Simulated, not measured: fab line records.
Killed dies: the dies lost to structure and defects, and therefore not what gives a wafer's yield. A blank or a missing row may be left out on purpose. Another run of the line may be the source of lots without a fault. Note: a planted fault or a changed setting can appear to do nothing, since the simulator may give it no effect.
Which tool is to blame?    flow sky130    30 wafers from 10 lots sampled at 7 of the route's 708 steps

WHAT THE GAUGES SHOWED, per wafer
SKY_LDD_P_CD_MEAS_07 targets a cd of 380 nm. Usual: cd-nm reads 379.7 nm (standard deviation 2.6).
lot   measured      on         cd-nm (nm)         flag
L942  day 20 12:25  cd-sem-01  378.5 379.8 377.6  
L943  day 20 13:00  cd-sem-01  377.6 379.0 378.7  
L945  day 20 21:37  cd-sem-01  380.8 379.9 381.6  
L951  day 22 13:41  cd-sem-01  378.5 376.5 379.1  
L955  day 24 13:26  cd-sem-01  380.1 381.6 382.0  
L956  day 24 13:58  cd-sem-02  381.9 382.1 383.8  
L959  day 25 02:44  cd-sem-02  376.8 375.6 378.5  
L961  day 25 22:29  cd-sem-02  372.1 375.2 375.0  
L962  day 26 14:19  cd-sem-02  378.9 378.8 377.7  
L965  day 27 17:37  cd-sem-02  380.5 380.9 384.1  

SKY_POLY_CUT_OVL_MEAS_09. Usual: POLY_CUT_OVL 0 nm, standard deviation 5.3.
lot   measured      on          POLY_CUT_OVL (nm)  flag
L942  day 25 15:11  overlay-01  -6 -4 -7           
L943  day 25 17:43  overlay-01  3 3 1              
L945  day 26 01:47  overlay-02  5 5 3              
L951  day 27 14:29  overlay-01  3 -1 8             
L955  day 29 10:46  overlay-01  5 4 3              
L956  day 29 12:05  overlay-01  3 3 -1             
L959  day 30 01:37  overlay-02  2 5 1              
L961  day 30 19:31  overlay-01  0 4 3              
L962  day 31 09:05  overlay-02  -6 -7 0            
L965  day 32 08:59  overlay-01  5 3 1              

SKY_SD_P_TW_MEAS_11. Usual: SD_P_TW 2808, standard deviation 36.
lot   measured      on             SD_P_TW                        flag
L942  day 26 20:25  film-metro-04  2768 2787 2773                 
L943  day 26 23:23  film-metro-03  2823 2813 2831                 
L945  day 27 07:12  film-metro-04  2770 2765 2765                 
L951  day 28 19:35  film-metro-04  2720 2743 2742                 
L955  day 30 15:02  film-metro-03  2955 2949 2939 2939 2961 2965  OFF
L956  day 30 16:06  film-metro-03  2959 2961 2970 2956 2963 2956  OFF
L959  day 31 05:42  film-metro-04  2770 2762 2773                 
L961  day 31 23:17  film-metro-04  2765 2766 2754                 
L962  day 32 12:37  film-metro-04  2757 2792 2765                 
L965  day 33 12:18  film-metro-03  2853 2847 2842                 

SKY_SD_N_RS_MEAS_17: uses a four-point probe to measure. Usual: SD_P_RS 147.1 ohm/sq, standard deviation 0.39.
lot   measured      on             SD_P_RS (ohm/sq)                     flag
L942  day 29 04:52  film-metro-03  146.9 146.9 146.5                    
L943  day 29 09:04  film-metro-01  147.4 147.7 147.3                    
L945  day 29 17:01  film-metro-01  147.2 147.1 147.6                    
L951  day 31 02:54  film-metro-04  147.3 147.1 147.3                    
L955  day 32 21:33  film-metro-03  143.4 143.4 144.0 143.6 143.5 143.7  OFF
L956  day 32 22:44  film-metro-04  143.3 143.3 143.2 142.4 143.0 142.8  OFF
L959  day 33 12:34  film-metro-04  146.9 147.1 146.9                    
L961  day 34 05:13  film-metro-01  146.9 147.3 146.6                    
L962  day 34 18:38  film-metro-03  147.4 147.2 147.3                    
L965  day 35 18:49  film-metro-01  146.6 146.6 146.9                    

WHAT TOOL EACH LOT RAN ON (gives the tool, then ch and the chambers of the sampled wafers, and finally the start)
lot   SKY_LDD_HVN_STRIP_09                  SKY_SD_P_IMPLANT_09              SKY_SD_P_STRIP_10
L942  plasma-asher-03 ch 0,1, day 21 19:35  implanter-01 ch 0, day 26 20:10  plasma-asher-04 ch 0,1, day 26 20:18
L943  plasma-asher-03 ch 0,1, day 21 20:31  implanter-01 ch 0, day 26 23:08  plasma-asher-04 ch 0,1, day 26 23:17
L945  plasma-asher-04 ch 0,1, day 22 04:52  implanter-04 ch 0, day 27 06:58  plasma-asher-01 ch 0,1, day 27 07:05
L951  plasma-asher-01 ch 0,1, day 23 19:55  implanter-04 ch 0, day 28 19:22  plasma-asher-03 ch 0,1, day 28 19:29
L955  plasma-asher-01 ch 0,1, day 25 19:04  implanter-04 ch 0, day 30 14:49  plasma-asher-01 ch 0,1, day 30 14:56
L956  plasma-asher-03 ch 0,1, day 25 19:38  implanter-04 ch 0, day 30 15:52  plasma-asher-03 ch 0,1, day 30 15:59
L959  plasma-asher-04 ch 0,1, day 26 09:01  implanter-01 ch 0, day 31 05:27  plasma-asher-04 ch 0,1, day 31 05:36
L961  plasma-asher-03 ch 0,1, day 27 03:56  implanter-01 ch 0, day 31 23:02  plasma-asher-03 ch 0,1, day 31 23:11
L962  plasma-asher-03 ch 1, day 27 19:34    implanter-01 ch 0, day 32 12:23  plasma-asher-03 ch 0, day 32 12:31
L965  plasma-asher-04 ch 0, day 28 21:52    implanter-03 ch 0, day 33 12:04  plasma-asher-01 ch 0,1, day 33 12:11
- SKY_LDD_HVN_STRIP_09: strips in O2/N2.
- SKY_SD_P_IMPLANT_09
- SKY_SD_P_STRIP_10: strips in O2/N2.

WHAT THE TOOLS THEMSELVES READ (means of the sampled wafers that have a number; where no wafer has one, the mark that the record gives instead)
SKY_LDD_HVN_STRIP_09. Usual: chamber-pressure-mTorr 1500.0 mTorr, standard deviation 1.2; drypump-motor-current-A 5.73 A, standard deviation 0.29; oes-product-au 0.408 a.u., standard deviation 0.0046; strip-time-to-endpoint-s 4.135 s, standard deviation 0.015.
lot   tool             chamber-pressure-mTorr (mTorr)  drypump-motor-current-A (A)  oes-product-au (a.u.)  strip-time-to-endpoint-s (s)  flag
L942  plasma-asher-03  1499.5                          5.45                         0.406                  4.129                         
L943  plasma-asher-03  1500.0                          5.46                         0.407                  4.153                         
L945  plasma-asher-04  1499.5                          5.71                         0.407                  4.128                         
L951  plasma-asher-01  1499.9                          6.16                         0.410                  4.159                         
L955  plasma-asher-01  1500.7                          6.18                         0.406                  4.136                         
L956  plasma-asher-03  1501.3                          5.48                         0.404                  4.117                         
L959  plasma-asher-04  1498.7                          5.82                         0.409                  4.113                         
L961  plasma-asher-03  1500.5                          5.44                         0.409                  4.142                         
L962  plasma-asher-03  1500.1                          5.43                         0.408                  4.125                         
L965  plasma-asher-04  1500.0                          5.64                         0.406                  4.139                         

SKY_SD_P_IMPLANT_09. Usual: beam-on-s 15.0 s, standard deviation 1; dose-ions-cm2 2.9997e+15, standard deviation 3e+12.
lot   tool          beam-on-s (s)  dose-ions-cm2  flag
L942  implanter-01  14.2           3.0016e+15     
L943  implanter-01  14.2           2.9997e+15     
L945  implanter-04  16.6           2.9993e+15     
L951  implanter-04  16.5           2.9990e+15     
L955  implanter-04  21.3           3.8339e+15     OFF
L956  implanter-04  21.1           3.8407e+15     OFF
L959  implanter-01  14.1           3.0025e+15     
L961  implanter-01  14.0           3.0035e+15     
L962  implanter-01  14.3           3.0003e+15     
L965  implanter-03  14.5           3.0008e+15     

SKY_SD_P_STRIP_10. Usual: chamber-pressure-mTorr 1499.9 mTorr, standard deviation 1.5; drypump-motor-current-A 5.7 A, standard deviation 0.32; oes-product-au 0.617 a.u., standard deviation 0.0046; strip-time-to-endpoint-s 17.48 s, standard deviation 0.039.
lot   tool             chamber-pressure-mTorr (mTorr)  drypump-motor-current-A (A)  oes-product-au (a.u.)  strip-time-to-endpoint-s (s)  flag
L942  plasma-asher-04  1499.0                          5.7                          0.616                  17.46                         
L943  plasma-asher-04  1499.2                          5.7                          0.620                  17.47                         
L945  plasma-asher-01  1499.9                          6.2                          0.615                  17.55                         
L951  plasma-asher-03  1500.5                          5.5                          0.615                  17.47                         
L955  plasma-asher-01  1500.4                          6.0                          0.605                  17.99                         OFF
L956  plasma-asher-03  1499.2                          5.4                          0.608                  17.97                         OFF
L959  plasma-asher-04  1499.6                          5.8                          0.617                  17.44                         
L961  plasma-asher-03  1499.9                          5.4                          0.615                  17.47                         
L962  plasma-asher-03  1500.8                          5.4                          0.618                  17.49                         
L965  plasma-asher-01  1499.8                          6.1                          0.621                  17.50                         

THE ANSWER, worked out from the rows above alone
Rule: lot off if the mean of its wafers having a number is beyond 3 standard deviations from the usual mean. A lot without any number at a reading at which 4 lots or more have one is off too. Where the step has rows for the other lots, those lots are counted as sound. After the gauges, taken in route order, come the tools' own readings; for these a lot's mean is taken, as printed above. The first step at which some lot is off is used, and at that step the reading that is off furthest; a lot without a number counts as furthest.
Off: L955, L956, seen at SKY_SD_P_TW_MEAS_11 (SD_P_TW).
If a tool, at a process step before that reading, ran all the lots that are off and no sound lot after the first of them, it fits. Not tried: the gauges at SKY_SD_P_TW_MEAS_11; whatever is off there is also off at SKY_SD_P_IMPLANT_09, on other tools, and gauge error can't account for it. One fits: implanter-04 at SKY_SD_P_IMPLANT_09. Its last sound lot is L951 (day 28 19:22), its first lot that is off L955 (day 30 14:49): a fault that began between those two fits.
The tool's own readings at SKY_SD_P_IMPLANT_09 bear it out: on the lots that are off they differ by more than 5 times the standard deviation of the sound lots' means. beam-on-s reads 21.2 s there against 14.8 s on the sound lots; dose-ions-cm2 reads 3.8373e+15 there against 3.0008e+15 on the sound lots.

WHAT THE SIMULATOR HAD INSERTED
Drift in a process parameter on implanter-04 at SKY_SD_P_IMPLANT_09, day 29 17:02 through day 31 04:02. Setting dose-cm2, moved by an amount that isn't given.
Lots struck among those shown: L955, L956. The same result came from the rule above.
